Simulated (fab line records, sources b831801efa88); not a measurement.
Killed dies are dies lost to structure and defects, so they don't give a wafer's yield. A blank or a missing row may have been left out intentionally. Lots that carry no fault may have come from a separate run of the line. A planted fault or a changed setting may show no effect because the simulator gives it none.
fab line records ; flow sky130 ; part 1 of 2: steps 1 to 27 of 37
[record] lots = 5; wafers = 15; last_day = 50
route steps=708 shown METAL1@454 VIA1@458 METAL2@483
lots that met no fault: from a run of the same line without faults
start_h: hours from the record's opening day to when the first of the lot's shown wafers began ; wait_h: time in hours since the lot's previous step ; " the same as in the row above ; L1.1+2: a single row standing in for several wafers ; - value missing, or start not given ; * or withheld: withheld ; < > ~ a bound
route shown NAME@n: a module of which the file shows steps, and the number in the route of the first ; usual: the fault-free wafers' mean and standard deviation ; same: alike in all rows ; chamber/n: place in a boat ; sites: the reading at each site ; _std_site: the values' standard deviation ; _edge_site: inner sites' mean taken away from outer sites' mean ; radius_mm: for every site, how far away it sits from the centre of the wafer ; mask NAME#n: copy n ; behind: tool/chamber where the wafer was last shaped ; hold: why the lot went on hold/how many hours it stayed there/how the hold came to an end ; device: names the non-switching transistor (n, p or np) ; end of line: at the end of the route, the tests of the same wafers ; a step without rows: its recipe alone ; killed: dies that structure and defects cost at the first sort, which is not the same as the wafer's yield ; map: the dies of a wafer, with x for killed, . for not killed, _ for no die there
set.NAME: the setting the step ran with; set.NAME@STEP: the setting that earlier step ran with ; model.NAME: the simulator's own value behind a step, which no gauge read
lots at selected steps of the route; one table per step, one row per wafer
services: a tool's chamber out of use, with start hour (start_h, from the record's first day; less than 0 if before it), hours out, and reason
[[steps]]
[step SKY_METAL1_STRIP_20]
[recipe] chemistry = O2/N2; power_w = 1400; pressure_mtorr = 1500; platen_temp_c = withheld; o2_flow_sccm = 3000; n2_flow_sccm = 300; overash_fraction = 0.5
[usual] chamber_pressure_mTorr = 1499.9/1.4; drypump_motor_current_A = 5.5/0.37; oes_product_au = 0.342/0.0047; strip_time_to_endpoint_s = 2.676/0.03
lot.wafer;tool;chamber;start_h;wait_h;chamber_pressure_mTorr;drypump_motor_current_A;oes_product_au;rf_hours_counter_h;strip_time_to_endpoint_s
L076.3;plasma_asher-04;0;784.91;0.1;1498.0;5.8;0.330;-;2.699
L076.4;plasma_asher-04;1;784.91;0.1;1498.6;5.2;0.340;-;2.690
L076.5;plasma_asher-04;1;784.91;0.1;1500.6;5.2;0.342;-;2.656
L077.2;plasma_asher-01;1;786.75;0.1;1498.7;5.7;0.345;69;2.633
L077.4;plasma_asher-01;1;786.75;0.1;1500.2;5.7;0.349;-;2.674
L077.5;plasma_asher-01;1;786.75;0.1;1498.9;5.7;0.347;-;2.661
L091.1;plasma_asher-01;0;914.38;0.1;1500.3;4.9;0.345;81;2.624
L091.4;plasma_asher-01;0;914.38;0.1;1500.0;4.9;0.335;-;2.640
L091.6;plasma_asher-01;0;914.38;0.1;1500.2;4.9;0.335;-;2.661
L093.1;plasma_asher-04;1;924.52;0.1;1499.8;5.2;0.341;18;2.714
L093.2;plasma_asher-04;0;924.52;0.1;1501.0;5.8;0.341;18;2.683
L093.5;plasma_asher-04;1;924.52;0.1;1498.7;5.2;0.342;-;2.716
L095.1;plasma_asher-04;0;931.65;0.1;1500.0;5.7;0.355;19;2.664
L095.4;plasma_asher-04;0;931.65;0.1;1499.8;5.7;0.341;-;2.657
L095.6;plasma_asher-04;1;931.65;0.1;1499.2;5.2;0.343;-;2.706
[step SKY_METAL1_STRIP_21]
[recipe] chemistry = post_etch_residue_remover; time_s = 1200; temp_c = 72.5
[usual] bath_guard_temp_C = 72.4/0.51; bath_heat_duty_pct = 14.5/1.2; temp_c = 72.49/0.13
lot.wafer;tool;chamber;start_h;wait_h;bath_guard_temp_C;bath_heat_duty_pct;temp_c
L076.3;wet_bench-04;0;784.97;0.0;72.7;13.6;72.44
L076.4;wet_bench-04;0;784.97;0.0;72.8;13.6;72.50
L076.5;wet_bench-04;0;784.97;0.0;72.8;14.5;72.51
L077.2;wet_bench-01;0;786.85;0.1;71.9;15.2;72.49
L077.4;wet_bench-01;0;786.85;0.1;72.1;15.4;72.47
L077.5;wet_bench-01;0;786.85;0.1;72.0;15.9;72.44
L091.1;wet_bench-01;3;914.48;0.1;72.6;12.7;72.36
L091.4;wet_bench-01;3;914.48;0.1;72.4;13.5;72.53
L091.6;wet_bench-01;3;914.48;0.1;72.4;12.9;72.25
L093.1;wet_bench-01;3;924.62;0.1;73.0;12.5;72.26
L093.2;wet_bench-01;3;924.62;0.1;72.6;13.4;72.59
L093.5;wet_bench-01;3;924.62;0.1;72.9;13.0;72.48
L095.1;wet_bench-03;1;931.75;0.1;71.6;14.9;72.36
L095.4;wet_bench-03;1;931.75;0.1;71.3;15.6;72.42
L095.6;wet_bench-03;1;931.75;0.1;71.5;15.3;72.41
[step SKY_METAL1_CLEAN_22]
[recipe] chemistry = IPA; time_s = 180; temp_c = 25
[usual] bath_heat_duty_pct = 6.3/0.52; temp_c = 24.97/0.11
lot.wafer;tool;chamber;start_h;wait_h;bath_heat_duty_pct;temp_c
L076.3;wet_bench-01;1;785.31;0.0;6.6;25.00
L076.4;wet_bench-01;1;785.31;0.0;6.3;24.88
L076.5;wet_bench-01;1;785.31;0.0;7.1;24.93
L077.2;wet_bench-03;2;787.19;0.0;6.0;25.02
L077.4;wet_bench-03;2;787.19;0.0;6.5;24.93
L077.5;wet_bench-03;2;787.19;0.0;6.1;24.96
L091.1;wet_bench-04;2;914.85;0.0;5.9;25.00
L091.4;wet_bench-04;2;914.85;0.0;6.7;24.89
L091.6;wet_bench-04;2;914.85;0.0;5.4;25.16
L093.1;wet_bench-01;2;925.00;0.0;7.6;24.97
L093.2;wet_bench-01;2;925.00;0.0;6.1;24.96
L093.5;wet_bench-01;2;925.00;0.0;6.9;24.93
L095.1;wet_bench-01;1;932.09;0.0;7.3;24.88
L095.4;wet_bench-01;1;932.09;0.0;6.4;24.96
L095.6;wet_bench-01;1;932.09;0.0;6.9;24.99
[step SKY_METAL1_CLEAN_23]
[recipe] chemistry = O3/DIW; dry = n2_spin
lot.wafer;tool;chamber;start_h;wait_h
L076.3+4+5;wet_bench-03;2;785.37;0.0
L077.2+4+5;wet_bench-04;3;787.25;0.0
L091.1+4+6;wet_bench-01;1;914.91;0.0
L093.1+2+5;wet_bench-01;2;925.08;0.0
L095.1+4+6;wet_bench-04;2;932.16;0.0
[step SKY_VIA1_HDPCVD_00]
[recipe] material = SiO2; target_thk_nm = 1030; sigma_open_frac = 0.3; time_s = 171.7; temp_c = 400; sih4_flow_sccm = 60; pressure_mtorr = 6
lot.wafer;tool;chamber;start_h;wait_h
L076.3+4+5;hdpcvd-02;2,1,2;785.46;0.0
L077.2+4+5;hdpcvd-02;1,0,2;787.34;0.0
L091.1+4+6;hdpcvd-02;2,2,0;915.01;0.0
L093.1+2+5;hdpcvd-01;1,0,2;925.18;0.0
L095.1+4+6;hdpcvd-02;1,0,1;932.26;0.0
[step SKY_VIA1_THK_MEAS_01]
[recipe] reads = SiO2_of_VIA1_HDPCVD_00
[usual] VIA1_HDPCVD_THK = 1033/9.9
lot.wafer;tool;chamber;start_h;wait_h;VIA1_HDPCVD_THK[nm]
L076.3;film_metro-01;-;785.60;0.1;1035
L076.4;film_metro-01;-;785.60;0.1;1039
L076.5;film_metro-01;-;785.60;0.1;1042
L077.2;film_metro-03;-;787.46;0.1;1037
L077.4;film_metro-03;-;787.46;0.1;1028
L077.5;film_metro-03;-;787.46;0.1;1040
L091.1;film_metro-01;-;915.12;0.1;1009
L091.4;film_metro-01;-;915.12;0.1;1018
L091.6;film_metro-01;-;915.12;0.1;1006
L093.1;film_metro-01;-;925.29;0.1;1034
L093.2;film_metro-01;-;925.29;0.1;1046
L093.5;film_metro-01;-;925.29;0.1;1033
L095.1;film_metro-02;-;932.37;0.1;1040
L095.4;film_metro-02;-;932.37;0.1;1024
L095.6;film_metro-02;-;932.37;0.1;1026
[step SKY_VIA1_CMP_02]
[recipe] material = SiO2; down_force_psi = 4; platen_rpm = 60; pad_velocity_m_s = 0.94248
[usual] motor_current_A = 12.3/0.95
lot.wafer;tool;chamber;start_h;wait_h;motor_current_A
L076.3;cmp-01;0;785.74;0.1;11.7
L076.4;cmp-01;1;785.74;0.1;12.1
L076.5;cmp-01;2;785.74;0.1;13.1
L077.4;cmp-01;1;787.51;0.0;12.1
L077.2;cmp-01;0;787.51;0.0;12.3
L077.5;cmp-01;2;787.51;0.0;12.4
L091.1;cmp-01;2;915.66;0.5;12.5
L091.4;cmp-01;1;915.66;0.5;12.2
L091.6;cmp-01;3;915.66;0.5;12.5
L093.2;cmp-02;1;925.35;0.0;9.6
L093.1;cmp-02;2;925.35;0.0;13.7
L093.5;cmp-02;1;925.35;0.0;9.5
L095.1;cmp-02;3;932.43;0.1;12.6
L095.4;cmp-02;0;932.43;0.1;13.7
L095.6;cmp-02;0;932.43;0.1;12.9
[step SKY_VIA1_BOW_MEAS_03]
[recipe] mode = bow
[usual] VIA1_BOW = 79/6.8
lot.wafer;tool;chamber;start_h;wait_h;VIA1_BOW[um]
L076.3;film_metro-02;-;785.98;0.2;79
L076.4;film_metro-02;-;785.98;0.2;81
L076.5;film_metro-02;-;785.98;0.2;66
L077.2;film_metro-03;-;787.83;0.1;87
L077.4;film_metro-03;-;787.83;0.1;85
L077.5;film_metro-03;-;787.83;0.1;91
L091.1;film_metro-02;-;915.96;0.2;76
L091.4;film_metro-02;-;915.96;0.2;79
L091.6;film_metro-02;-;915.96;0.2;80
L093.1;film_metro-03;-;925.65;0.2;77
L093.2;film_metro-03;-;925.65;0.2;87
L093.5;film_metro-03;-;925.65;0.2;95
L095.1;film_metro-01;-;932.73;0.2;80
L095.4;film_metro-01;-;932.73;0.2;78
L095.6;film_metro-01;-;932.73;0.2;78
[step SKY_VIA1_DEHYDRATE_04]
[recipe] temp_c = 200; time_s = 60
lot.wafer;tool;chamber;start_h;wait_h
L076.3+4+5;litho_track-02;0;798.62;12.6
L077.2+4+5;litho_track-01;0;800.26;12.4
L091.1+4+6;litho_track-01;0;927.73;11.8
L093.1+2+5;litho_track-02;0;937.27;11.6
L095.1+4+6;litho_track-01;0;945.28;12.5
[step SKY_VIA1_HMDS_05]
[recipe] prime_time_s = 60; prime_temp_c = 120
lot.wafer;tool;chamber;start_h;wait_h
L076.3+4+5;litho_track-02;0;798.77;0.1
L077.2+4+5;litho_track-01;0;800.41;0.1
L091.1+4+6;litho_track-01;0;927.88;0.1
L093.1+2+5;litho_track-02;0;937.42;0.1
L095.1+4+6;litho_track-01;0;945.43;0.1
[step SKY_VIA1_COAT_06]
[recipe] resist = BARC; temp_c = withheld; time_s = withheld; spin_rpm = 3000; resist_thk_nm = 60
lot.wafer;tool;chamber;start_h;wait_h
L076.3+4+5;litho_track-02;0;798.92;0.1
L077.2+4+5;litho_track-01;0;800.56;0.1
L091.1+4+6;litho_track-01;0;928.03;0.1
L093.1+2+5;litho_track-02;0;937.57;0.1
L095.1+4+6;litho_track-01;0;945.58;0.1
[step SKY_VIA1_COAT_07]
[recipe] resist = KrF-thick; spin_rpm = 3000; resist_thk_nm = 450
lot.wafer;tool;chamber;start_h;wait_h
L076.3+4+5;litho_track-02;0;-;-
L077.2+4+5;litho_track-01;0;-;-
L091.1+4+6;litho_track-01;0;-;-
L093.1+2+5;litho_track-02;0;-;-
L095.1+4+6;litho_track-01;0;-;-
[step SKY_VIA1_SOFTBAKE_08]
[recipe] temp_c = 100; time_s = 88.51; resist = KrF-thick
lot.wafer;tool;chamber;start_h;wait_h
L076.3+4+5;litho_track-02;0;-;-
L077.2+4+5;litho_track-01;0;-;-
L091.1+4+6;litho_track-01;0;-;-
L093.1+2+5;litho_track-02;0;-;-
L095.1+4+6;litho_track-01;0;-;-
[step SKY_VIA1_EXPOSE_09]
[recipe] mask_id = VIM; na = 0.8; source_shape = annular; sigma_inner = 0.55; sigma_outer = 0.85; target_cd_nm = 150; dose_mj = 38
[usual] focus_offset_nm = 0.1/0.52
[same] na = 0.8
lot.wafer;tool;chamber;start_h;wait_h;mask;focus_offset_nm
L076.3;krf_scanner-01;0;-;-;VIM#0;0.7
L076.4;krf_scanner-01;0;-;-;VIM#0;0.5
L076.5;krf_scanner-01;0;-;-;VIM#0;0.0
L077.2;krf_scanner-02;0;-;-;VIM#0;0.8
L077.4;krf_scanner-02;0;-;-;VIM#0;0.3
L077.5;krf_scanner-02;0;-;-;VIM#0;0.6
L091.1;krf_scanner-01;0;-;-;VIM#0;1.2
L091.4;krf_scanner-01;0;-;-;VIM#0;0.3
L091.6;krf_scanner-01;0;-;-;VIM#0;0.5
L093.1;krf_scanner-02;0;-;-;VIM#0;-0.5
L093.2;krf_scanner-02;0;-;-;VIM#0;-0.5
L093.5;krf_scanner-02;0;-;-;VIM#0;-0.4
L095.1;krf_scanner-01;0;-;-;VIM#0;1.1
L095.4;krf_scanner-01;0;-;-;VIM#0;0.4
L095.6;krf_scanner-01;0;-;-;VIM#0;0.6
[step SKY_VIA1_PEB_10]
[recipe] peb_temp_c = withheld; peb_time_s = withheld; resist = KrF-thick
lot.wafer;tool;chamber;start_h;wait_h
L076.3+4+5;litho_track-01;0;-;-
L077.2+4+5;litho_track-02;0;-;-
L091.1+4+6;litho_track-01;0;-;-
L093.1+2+5;litho_track-04;0;-;-
L095.1+4+6;litho_track-02;0;-;-
[step SKY_VIA1_DEVELOP_11]
[recipe] develop_time_s = 60; resist = KrF-thick; dev_temp_c = 21
lot.wafer;tool;chamber;start_h;wait_h
L076.3+4+5;litho_track-01;0;-;-
L077.2+4+5;litho_track-02;0;-;-
L091.1+4+6;litho_track-01;0;-;-
L093.1+2+5;litho_track-04;0;-;-
L095.1+4+6;litho_track-02;0;-;-
[step SKY_VIA1_CD_MEAS_12]
[recipe] target_cd_nm = 150
[usual] cd_nm = 149.9/1.7
lot.wafer;tool;chamber;start_h;wait_h;cd_nm
L076.3;cd_sem-01;-;812.67;-;149.5
L076.4;cd_sem-01;-;812.67;-;149.2
L076.5;cd_sem-01;-;812.67;-;149.5
L077.2;cd_sem-02;-;814.54;-;150.0
L077.4;cd_sem-02;-;814.54;-;149.5
L077.5;cd_sem-02;-;814.54;-;149.7
L091.1;cd_sem-01;-;940.83;-;148.6
L091.4;cd_sem-01;-;940.83;-;146.6
L091.6;cd_sem-01;-;940.83;-;148.1
L093.1;cd_sem-01;-;950.35;-;149.2
L093.2;cd_sem-01;-;950.35;-;148.3
L093.5;cd_sem-01;-;950.35;-;151.7
L095.1;cd_sem-02;-;957.82;-;148.8
L095.4;cd_sem-02;-;957.82;-;147.3
L095.6;cd_sem-02;-;957.82;-;147.9
[step SKY_VIA1_OVL_MEAS_13]
[usual] VIA1_OVL = 0/4.9
lot.wafer;tool;chamber;start_h;wait_h;VIA1_OVL[nm]
L076.3;overlay-01;-;812.76;0.1;0
L076.4;overlay-01;-;812.76;0.1;-1
L076.5;overlay-01;-;812.76;0.1;5
L077.2;overlay-02;-;814.64;0.1;-7
L077.4;overlay-02;-;814.64;0.1;-2
L077.5;overlay-02;-;814.64;0.1;1
L091.1;overlay-01;-;940.95;0.1;-6
L091.4;overlay-01;-;940.95;0.1;-2
L091.6;overlay-01;-;940.95;0.1;0
L093.1;overlay-02;-;950.47;0.1;3
L093.2;overlay-02;-;950.47;0.1;3
L093.5;overlay-02;-;950.47;0.1;7
L095.1;overlay-01;-;957.94;0.1;-7
L095.4;overlay-01;-;957.94;0.1;-7
L095.6;overlay-01;-;957.94;0.1;-7
[step SKY_VIA1_ETCH_14]
[recipe] chemistry = N2/H2; target = BARC; ion_energy_ev = 200; source_w = 500; bias_w = 100; pressure_mtorr = 30; n2_flow_sccm = 100; h2_flow_sccm = 200; stop_on = SiO2; time_s = 45.9; target_depth_a = 600
[usual] chamber_pressure_mTorr = 30.004/0.026; drypump_motor_current_A = 5.9/0.4; oes_product_au = 0.855/0.005; throttle_valve_pct = 13.224/0.0099
lot.wafer;tool;chamber;start_h;wait_h;chamber_pressure_mTorr;drypump_motor_current_A;oes_product_au;rf_hours_counter_h;throttle_valve_pct
L076.3;rie_diel-02;3;812.79;0.0;30.004;6.2;0.856;16;13.221
L076.4;rie_diel-02;0;812.79;0.0;29.965;5.3;0.853;0;13.232
L076.5;rie_diel-02;3;812.79;0.0;30.000;6.2;0.849;-;13.223
L077.2;rie_diel-04;0;814.67;0.0;30.039;6.5;0.854;17;13.232
L077.4;rie_diel-04;2;814.67;0.0;30.006;5.4;0.846;7;13.213
L077.5;rie_diel-04;0;814.67;0.0;30.004;6.5;0.856;-;13.245
L091.1;rie_diel-02;3;940.99;0.0;30.030;6.1;0.859;20;13.236
L091.4;rie_diel-02;2;940.99;0.0;29.949;6.1;0.861;13;13.219
L091.6;rie_diel-02;0;940.99;0.0;30.011;5.3;0.857;-;13.231
L093.1;rie_diel-04;0;950.50;0.0;29.943;6.5;0.852;21;13.226
L093.2;rie_diel-04;2;950.50;0.0;29.964;5.3;0.845;10;13.231
L093.5;rie_diel-04;3;950.50;0.0;30.050;5.6;0.855;-;13.212
L095.1;rie_diel-01;1;957.98;0.0;30.004;6.3;0.852;7;13.233
L095.4;rie_diel-01;0;957.98;0.0;29.994;5.4;0.857;-;13.213
L095.6;rie_diel-01;2;957.98;0.0;30.006;5.8;0.865;-;13.237
[step SKY_VIA1_ETCH_15]
[recipe] target = SiO2; chemistry = C4F8/O2/Ar; target_depth_nm = 351; stop_on = TiN; mask_material = KrF-thick; source_w = 1500; bias_w = 1200; pressure_mtorr = 40; c4f8_flow_sccm = withheld; O2_flow_sccm = 6; Ar_flow_sccm = 300; time_s = 54
[usual] chamber_pressure_mTorr = 40.00/0.032; oes_product_au = 0.982/0.005
lot.wafer;tool;chamber;start_h;wait_h;chamber_pressure_mTorr;oes_product_au;rf_hours_counter_h
L076.3;rie_diel-02;3;812.83;0.0;39.99;0.978;16
L076.4;rie_diel-02;0;812.83;0.0;39.99;0.983;0
L076.5;rie_diel-02;3;812.83;0.0;40.00;0.978;-
L077.2;rie_diel-04;0;814.72;0.0;40.04;0.977;17
L077.4;rie_diel-04;2;814.72;0.0;39.98;0.971;7
L077.5;rie_diel-04;0;814.72;0.0;39.94;0.983;-
L091.1;rie_diel-02;3;941.03;0.0;39.97;0.981;20
L091.4;rie_diel-02;2;941.03;0.0;40.05;0.979;13
L091.6;rie_diel-02;0;941.03;0.0;40.04;0.988;-
L093.1;rie_diel-04;0;950.54;0.0;39.97;0.983;21
L093.2;rie_diel-04;2;950.54;0.0;39.90;0.979;10
L093.5;rie_diel-04;3;950.54;0.0;40.09;0.976;-
L095.1;rie_diel-01;1;958.02;0.0;40.01;0.983;7
L095.4;rie_diel-01;0;958.02;0.0;39.97;0.979;-
L095.6;rie_diel-01;2;958.02;0.0;40.01;0.980;-
[step SKY_VIA1_STRIP_16]
[recipe] chemistry = O2/N2; power_w = 1400; pressure_mtorr = 1500; platen_temp_c = withheld; o2_flow_sccm = 3000; n2_flow_sccm = 300; overash_fraction = 0.5
[usual] chamber_pressure_mTorr = 1499.8/1.5; drypump_motor_current_A = 5.6/0.41; oes_product_au = 0.415/0.0044; strip_time_to_endpoint_s = 4.453/0.021
lot.wafer;tool;chamber;start_h;wait_h;chamber_pressure_mTorr;drypump_motor_current_A;oes_product_au;rf_hours_counter_h;strip_time_to_endpoint_s
L076.3;plasma_asher-04;0;812.91;0.1;1501.0;5.8;0.410;-;4.457
L076.4;plasma_asher-04;1;812.91;0.1;1503.8;5.2;0.425;-;4.461
L076.5;plasma_asher-04;0;812.91;0.1;1497.9;5.8;0.417;-;4.462
L077.2;plasma_asher-02;0;814.76;0.0;1498.7;6.1;0.409;98;4.467
L077.4;plasma_asher-02;0;814.76;0.0;1500.7;6.1;0.419;-;4.462
L077.5;plasma_asher-02;0;814.76;0.0;1499.9;6.1;0.408;-;4.475
L091.1;plasma_asher-02;1;941.08;0.0;1502.9;5.2;0.418;111;4.463
L091.4;plasma_asher-02;0;941.08;0.0;1500.3;6.1;0.417;-;4.438
L091.6;plasma_asher-02;0;941.08;0.0;1496.4;6.1;0.413;-;4.441
L093.1;plasma_asher-04;0;950.59;0.0;1501.6;5.8;0.426;21;4.472
L093.2;plasma_asher-04;1;950.59;0.0;1500.3;5.2;0.404;21;4.427
L093.5;plasma_asher-04;1;950.59;0.0;1499.8;5.2;0.414;-;4.452
L095.1;plasma_asher-02;0;958.06;0.0;1497.9;6.1;0.416;113;4.456
L095.4;plasma_asher-02;1;958.06;0.0;1501.8;5.2;0.412;-;4.464
L095.6;plasma_asher-02;0;958.06;0.0;1501.1;6.1;0.413;-;4.459
[step SKY_VIA1_STRIP_17]
[recipe] chemistry = post_etch_residue_remover; time_s = 1200; temp_c = 72.5
[usual] bath_guard_temp_C = 72.2/0.42; bath_heat_duty_pct = 14.4/1.3; temp_c = 72.49/0.14
lot.wafer;tool;chamber;start_h;wait_h;bath_guard_temp_C;bath_heat_duty_pct;temp_c
L076.3;wet_bench-01;1;812.98;0.0;72.7;14.7;72.63
L076.4;wet_bench-01;1;812.98;0.0;72.2;16.0;72.61
L076.5;wet_bench-01;1;812.98;0.0;72.5;15.2;72.68
L077.2;wet_bench-02;1;814.86;0.1;72.1;13.4;72.56
L077.4;wet_bench-02;1;814.86;0.1;72.1;13.2;72.53
L077.5;wet_bench-02;1;814.86;0.1;72.2;14.2;72.33
L091.1;wet_bench-01;1;941.18;0.1;72.3;15.7;72.28
L091.4;wet_bench-01;1;941.18;0.1;72.3;17.2;72.54
L091.6;wet_bench-01;1;941.18;0.1;72.5;15.7;72.66
L093.1;wet_bench-03;0;950.69;0.1;73.1;13.5;72.32
L093.2;wet_bench-03;0;950.69;0.1;72.3;14.6;72.54
L093.5;wet_bench-03;0;950.69;0.1;72.9;13.7;72.41
L095.1;wet_bench-03;1;958.16;0.1;71.2;16.1;72.29
L095.4;wet_bench-03;1;958.16;0.1;71.7;15.1;72.24
L095.6;wet_bench-03;1;958.16;0.1;71.8;15.3;72.40
[step SKY_VIA1_CLEAN_18]
[recipe] chemistry = IPA; time_s = 180; temp_c = 25
[usual] bath_heat_duty_pct = 6.3/0.65; temp_c = 25.00/0.11
lot.wafer;tool;chamber;start_h;wait_h;bath_heat_duty_pct;temp_c
L076.3;wet_bench-02;1;813.32;0.0;6.1;25.06
L076.4;wet_bench-02;1;813.32;0.0;6.3;24.99
L076.5;wet_bench-02;1;813.32;0.0;5.5;25.09
L077.2;wet_bench-02;2;815.24;0.0;6.7;25.09
L077.4;wet_bench-02;2;815.24;0.0;6.1;25.18
L077.5;wet_bench-02;2;815.24;0.0;5.1;25.03
L091.1;wet_bench-03;3;941.55;0.0;6.9;24.97
L091.4;wet_bench-03;3;941.55;0.0;6.9;25.08
L091.6;wet_bench-03;3;941.55;0.0;7.0;25.07
L093.1;wet_bench-03;1;951.03;0.0;7.2;25.03
L093.2;wet_bench-03;1;951.03;0.0;6.5;24.99
L093.5;wet_bench-03;1;951.03;0.0;7.4;25.12
L095.1;wet_bench-02;2;958.54;0.0;6.4;25.08
L095.4;wet_bench-02;2;958.54;0.0;6.2;24.99
L095.6;wet_bench-02;2;958.54;0.0;6.3;25.00
[step SKY_VIA1_CLEAN_19]
[recipe] chemistry = O3/DIW; dry = n2_spin
lot.wafer;tool;chamber;start_h;wait_h
L076.3+4+5;wet_bench-03;0;813.38;0.0
L077.2+4+5;wet_bench-01;3;815.30;0.0
L091.1+4+6;wet_bench-01;3;941.61;0.0
L093.1+2+5;wet_bench-03;2;951.09;0.0
L095.1+4+6;wet_bench-03;3;958.60;0.0
[step SKY_VIA1_SPUTTER_20]
[recipe] material = TiN; target_thk_nm = 20; chamber_pressure_pa = 5; power_w = 4000; time_s = 80
[usual] throttle_valve_pct = 30.0/0.97
lot.wafer;tool;chamber;start_h;wait_h;throttle_valve_pct
L076.3;pvd_sputter-02;-;813.47;0.0;30.8
L076.4;pvd_sputter-02;-;813.47;0.0;30.1
L076.5;pvd_sputter-02;-;813.47;0.0;31.0
L077.2;pvd_sputter-04;-;815.39;0.0;31.1
L077.4;pvd_sputter-04;-;815.39;0.0;31.3
L077.5;pvd_sputter-04;-;815.39;0.0;31.3
L091.1;pvd_sputter-03;-;941.71;0.0;29.7
L091.4;pvd_sputter-03;-;941.71;0.0;28.4
L091.6;pvd_sputter-03;-;941.71;0.0;28.5
L093.1;pvd_sputter-04;-;951.18;0.0;31.2
L093.2;pvd_sputter-04;-;951.18;0.0;30.5
L093.5;pvd_sputter-04;-;951.18;0.0;30.7
L095.1;pvd_sputter-03;-;958.70;0.0;31.0
L095.4;pvd_sputter-03;-;958.70;0.0;28.9
L095.6;pvd_sputter-03;-;958.70;0.0;29.5
[step SKY_VIA1_CVD_21]
[recipe] material = W; target_thk_nm = 270; time_s = 80.902; temp_c = 400; pressure_torr = 40
[usual] heater_power_w = 800/77
lot.wafer;tool;chamber;start_h;wait_h;heater_power_w
L076.3;cvd_w-01;1;813.56;0.1;1003
L076.4;cvd_w-01;0;813.56;0.1;767
L076.5;cvd_w-01;0;813.56;0.1;768
L077.2;cvd_w-01;1;815.45;0.0;986
L077.4;cvd_w-01;1;815.45;0.0;965
L077.5;cvd_w-01;1;815.45;0.0;1017
L091.1;cvd_w-01;0;941.77;0.0;742
L091.4;cvd_w-01;0;941.77;0.0;745
L091.6;cvd_w-01;0;941.77;0.0;743
L093.1;cvd_w-01;0;951.24;0.0;766
L093.2;cvd_w-01;1;951.24;0.0;920
L093.5;cvd_w-01;1;951.24;0.0;940
L095.1;cvd_w-01;1;958.76;0.0;930
L095.4;cvd_w-01;0;958.76;0.0;752
L095.6;cvd_w-01;1;958.76;0.0;939
[step SKY_VIA1_RS_MEAS_22]
[recipe] thk_meas_gauge = four-point-probe; reads = W_of_VIA1_CVD_21+TiN_of_VIA1_SPUTTER_20
[usual] VIA1_W_RS = 0.424/0.0056
lot.wafer;tool;chamber;start_h;wait_h;VIA1_W_RS[ohm/sq]
L076.3;film_metro-01;-;813.67;0.1;0.430
L076.4;film_metro-01;-;813.67;0.1;0.427
L076.5;film_metro-01;-;813.67;0.1;0.425
L077.2;film_metro-02;-;815.57;0.1;0.425
L077.4;film_metro-02;-;815.57;0.1;0.420
L077.5;film_metro-02;-;815.57;0.1;0.422
L091.1;film_metro-01;-;941.86;0.1;0.431
L091.4;film_metro-01;-;941.86;0.1;0.422
L091.6;film_metro-01;-;941.86;0.1;0.421
L093.1;film_metro-02;-;951.34;0.1;0.426
L093.2;film_metro-02;-;951.34;0.1;0.429
L093.5;film_metro-02;-;951.34;0.1;0.429
L095.1;film_metro-03;-;958.85;0.1;0.433
L095.4;film_metro-03;-;958.85;0.1;0.421
L095.6;film_metro-03;-;958.85;0.1;0.422
